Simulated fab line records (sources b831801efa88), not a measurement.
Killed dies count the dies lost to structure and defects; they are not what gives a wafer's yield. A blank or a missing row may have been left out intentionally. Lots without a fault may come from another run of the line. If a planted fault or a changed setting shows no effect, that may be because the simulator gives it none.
A struck lot beside a sound one :: flow sky130 :: 17 steps out of a route of 708
Sound: the wafers L661.3, L661.4, L661.6. The struck wafers were L673.2, L673.3, L673.4. The cause comes at the end.
Each step with rows lists, per side, the tool, then ch with its chambers, then its first start. Under that, the readings that differ: sound wafers :: struck wafers :: difference of the means :: sigmas: that difference in standard deviations of wafers without a fault.
alike: words and numbers the same on both sides, and readings whose means are apart by under 2 such deviations; not compared: readings that were withheld, readings missing a value for some wafer, numbers with overlapping values and no deviation given by the record, and bounds like >300 which may hide the same value.
The two part at a step that has a row with sigmas, a row that says differs or no value, or rows on one side only. When numbers do not overlap yet have no deviation, they are printed without sigmas and do not part them. Lack of a reading on every wafer of one side parts them only where that side has two or more wafers.

first, 4 steps without rows for these wafers: SKY_LDD_HVP_SOFTBAKE_03 (time 60 s); SKY_LDD_HVP_EXPOSE_04 (exposes mask HVPTM, target cd 700 nm); SKY_LDD_HVP_PEB_05; SKY_LDD_HVP_DEVELOP_06 (develop time 60 s).
SKY_LDD_HVP_OVL_MEAS_07:
  sound: overlay-02 at day 22 08:24; struck: overlay-01 at day 27 04:21
  alike: LDD_HVP_OVL
then, 1 step without rows for these wafers: SKY_LDD_HVP_IMPLANT_08.
SKY_LDD_HVP_STRIP_09: strips in O2/N2.
  sound on plasmaAsher-02 ch 0,1, day 22 08:37; struck on plasmaAsher-01 ch 0,1, day 27 04:32
  alike: drypumpMotorCurrentA, oesProductAu, stripTimeToEndpointS
  not compared: rfHoursCounterH
SKY_LDD_HVP_TW_MEAS_10:
  sound: filmMetro-01 at day 22 08:41; struck: filmMetro-01 at day 27 04:38
  alike: LDD_HVP_TW
then, 4 steps without rows for these wafers: SKY_LDD_LDN_DEHYDRATE_00 (time 60 s); SKY_LDD_LDN_HMDS_01 (prime time 60 s); SKY_LDD_LDN_COAT_02 (resist thk 1140 nm); SKY_LDD_LDN_SOFTBAKE_03 (time 60 s).
SKY_LDD_LDN_EXPOSE_04: exposes mask LDNTM, target cd 700 nm.
  sound on ilineStepper-02 ch 0, day 22 23:44; struck on ilineStepper-02 ch 0, day 27 18:58
reading: model.LDD_LDN.overlayXNm (nm)
sound: 0.2932 0.2932 0.2932
struck: 59.55 59.55 59.55
difference: +59.26
sigmas: 
  alike: mask
then, 2 steps without rows for these wafers: SKY_LDD_LDN_PEB_05; SKY_LDD_LDN_DEVELOP_06 (develop time 60 s).
SKY_LDD_LDN_OVL_MEAS_07:
  sound: overlay-01 at day 23 14:29; struck: overlay-02 at day 28 09:20
reading: LDD_LDN_OVL (nm)
sound: 0.5 -0.4 -1.0
struck: 59.7 61.1 59.8
difference: +60.5
sigmas: +47
  not compared: hold
then, 1 step without rows for these wafers: SKY_PAD_OPEN_PROBE_99.

== WHERE THEY PART ==
SKY_LDD_LDN_OVL_MEAS_07 only, going by this record.

WHY: whatever the simulator had introduced
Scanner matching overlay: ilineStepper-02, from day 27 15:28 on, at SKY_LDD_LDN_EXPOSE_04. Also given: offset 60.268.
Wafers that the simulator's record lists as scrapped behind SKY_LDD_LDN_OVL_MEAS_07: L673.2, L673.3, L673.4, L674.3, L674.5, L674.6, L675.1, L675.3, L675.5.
